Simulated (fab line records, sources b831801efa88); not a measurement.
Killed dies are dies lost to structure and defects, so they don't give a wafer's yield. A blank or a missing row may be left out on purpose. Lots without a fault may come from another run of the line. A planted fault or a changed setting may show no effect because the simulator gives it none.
A struck lot beside a sound one | flow gf180mcu | 42 steps out of a route of 602
Sound: wafers L850.2, L850.3, L850.5. Struck: wafers L857.1, L857.5, L857.6. The cause comes at the end.
At each step with rows: each side's tool, then ch and its chambers, then its first start. Under that, the readings that differ: sound wafers | struck wafers | difference of the means | sigmas: that difference in standard deviations of wafers without a fault.
alike: readings whose means differ by less than 2 such deviations, and words and numbers that are the same on both sides. not compared: withheld readings, readings that some wafer has no value for, bounds like >300 that may hide the same value, and numbers for which the record gives no deviation and whose values overlap.
The two part at a step that has a row with sigmas, a row that says differs or no value, or rows on one side only. Numbers that don't overlap but have no deviation are shown without sigmas and don't part them. A reading that every wafer of one side lacks parts them only if that side has two wafers or more.

first, 1 step without rows for these wafers: GF_LVPWELL_IMPLANT_09.
GF_LVPWELL_STRIP_10: strips in O2/N2.
  sound on plasma_asher-01 ch 0,1, day 4 02:10; struck on plasma_asher-03 ch 0,1, day 5 15:51
  alike: drypump_motor_current_A, heater_power_w, oes_product_au, strip_time_to_endpoint_s
  not compared: rf_hours_counter_h
GF_LVPWELL_TW_MEAS_11:
  sound on film_metro-04, day 4 02:17; struck on film_metro-04, day 5 15:57
  alike: LVPWELL_TW
then, 7 steps without rows for these wafers: GF_MVSD_DEHYDRATE_00 (time 60 s); GF_MVSD_HMDS_01 (prime time 60 s); GF_MVSD_COAT_02 (resist thk 3000 nm); GF_MVSD_SOFTBAKE_03; GF_MVSD_EXPOSE_04 (exposes mask MVSD, target cd 1000 nm); GF_MVSD_PEB_05; GF_MVSD_DEVELOP_06 (develop time 60 s).
GF_MVSD_OVL_MEAS_07:
  sound on overlay-01, day 4 15:17; struck on overlay-02, day 6 05:08
  alike: MVSD_OVL
then, 1 step without rows for these wafers: GF_MVSD_IMPLANT_08.
GF_MVSD_IMPLANT_09:
  sound on implanter-01 ch 0, day 4 15:30; struck on implanter-01 ch 0, day 6 05:19
  reading            | sound                         | struck                     | difference | sigmas
  dose_ions_cm2      | 5.002e+12 5.004e+12 4.993e+12 | 5.01e+11 4.99e+11 4.94e+11 | -4.50e+12  | -99 or more
  faraday_current_uA | 27.9 29.1 27.7                | 2.8 2.7 2.9                | -25.4      | -45
GF_MVSD_STRIP_10: strips in O2/N2.
  sound on plasma_asher-03 ch 0,1, day 4 15:37; struck on plasma_asher-04 ch 0,1, day 6 05:28
  reading                     | sound       | struck      | difference | sigmas
  drypump_motor_current_A (A) | 6.6 6.6 5.5 | 5.3 5.7 5.3 | -0.8       | -2
  alike: heater_power_w, oes_product_au, strip_time_to_endpoint_s
  not compared: rf_hours_counter_h
GF_MVSD_TW_MEAS_11:
  sound on film_metro-04, day 4 15:44; struck on film_metro-03, day 6 05:48
  reading | sound          | struck         | difference | sigmas
  MVSD_TW | 1583 1594 1588 | 1503 1509 1511 | -81        | -7
  not compared: hold
then, 6 steps without rows for these wafers: GF_MVPSD_HMDS_01 (prime time 60 s); GF_MVPSD_COAT_02 (resist thk 3000 nm); GF_MVPSD_SOFTBAKE_03; GF_MVPSD_EXPOSE_04 (exposes mask MVPSD, target cd 1000 nm); GF_MVPSD_PEB_05; GF_MVPSD_DEVELOP_06 (develop time 60 s).
GF_MVPSD_OVL_MEAS_07:
  sound on overlay-01, day 5 04:47; struck on overlay-01, day 6 20:05
  alike: MVPSD_OVL
then, 2 steps without rows for these wafers: GF_MVPSD_IMPLANT_08; GF_MVPSD_IMPLANT_09.
GF_MVPSD_STRIP_10: strips in O2/N2.
  sound on plasma_asher-04 ch 1, day 5 05:07; struck on plasma_asher-02 ch 0,1, day 6 20:25
  alike: drypump_motor_current_A, heater_power_w, oes_product_au, strip_time_to_endpoint_s
  not compared: rf_hours_counter_h
GF_MVPSD_TW_MEAS_11:
  sound on film_metro-02, day 5 05:13; struck on film_metro-02, day 6 20:31
  alike: MVPSD_TW
then, 7 steps without rows for these wafers: GF_VT_IMPLANT_DEHYDRATE_00 (time 60 s); GF_VT_IMPLANT_HMDS_01 (prime time 60 s); GF_VT_IMPLANT_COAT_02 (resist thk 1000 nm); GF_VT_IMPLANT_SOFTBAKE_03 (time 60 s); GF_VT_IMPLANT_EXPOSE_04 (exposes mask LVPWELL LV AREA, target cd 600 nm); GF_VT_IMPLANT_PEB_05; GF_VT_IMPLANT_DEVELOP_06 (develop time 60 s).
GF_VT_IMPLANT_OVL_MEAS_07:
  sound on overlay-01, day 5 18:26; struck on overlay-02, day 7 11:53
  alike: VT_IMPLANT_OVL
then, 1 step without rows for these wafers: GF_VT_IMPLANT_IMPLANT_08.
GF_VT_IMPLANT_STRIP_09: strips in O2/N2.
  sound on plasma_asher-01 ch 0,1, day 5 18:37; struck on plasma_asher-03 ch 0,1, day 7 12:04
  alike: drypump_motor_current_A, heater_power_w, oes_product_au, strip_time_to_endpoint_s
  not compared: rf_hours_counter_h
GF_VT_IMPLANT_TW_MEAS_10:
  sound on film_metro-04, day 5 18:44; struck on film_metro-03, day 7 12:10
  alike: VT_IMPLANT_TW
then, 4 steps without rows for these wafers: GF_VT_IMPLANT_DEHYDRATE_11 (time 60 s); GF_VT_IMPLANT_HMDS_12 (prime time 60 s); GF_VT_IMPLANT_COAT_13 (resist thk 1000 nm); GF_VT_IMPLANT_SOFTBAKE_14 (time 60 s).
-- the record jumps here: 2 days lie between the struck wafers' starts before and after --
GF_VT_IMPLANT_RS_MEAS_46: measures by four-point-probe.
  sound on film_metro-03, day 7 15:41; struck on film_metro-02, day 9 15:47
  reading          | sound             | struck            | difference | sigmas
  MVSD_RS (ohm/sq) | 455.0 455.6 454.5 | 556.5 557.1 556.6 | +101.7     | +99 or more
  not compared: hold

WHERE THEY PART
First at GF_MVSD_IMPLANT_09; last, within this record, at GF_VT_IMPLANT_RS_MEAS_46.

WHY: what the simulator had put in
Process parameter drift: implanter-01, from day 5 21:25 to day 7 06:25, at GF_MVSD_IMPLANT_09. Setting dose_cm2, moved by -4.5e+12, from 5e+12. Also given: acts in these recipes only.
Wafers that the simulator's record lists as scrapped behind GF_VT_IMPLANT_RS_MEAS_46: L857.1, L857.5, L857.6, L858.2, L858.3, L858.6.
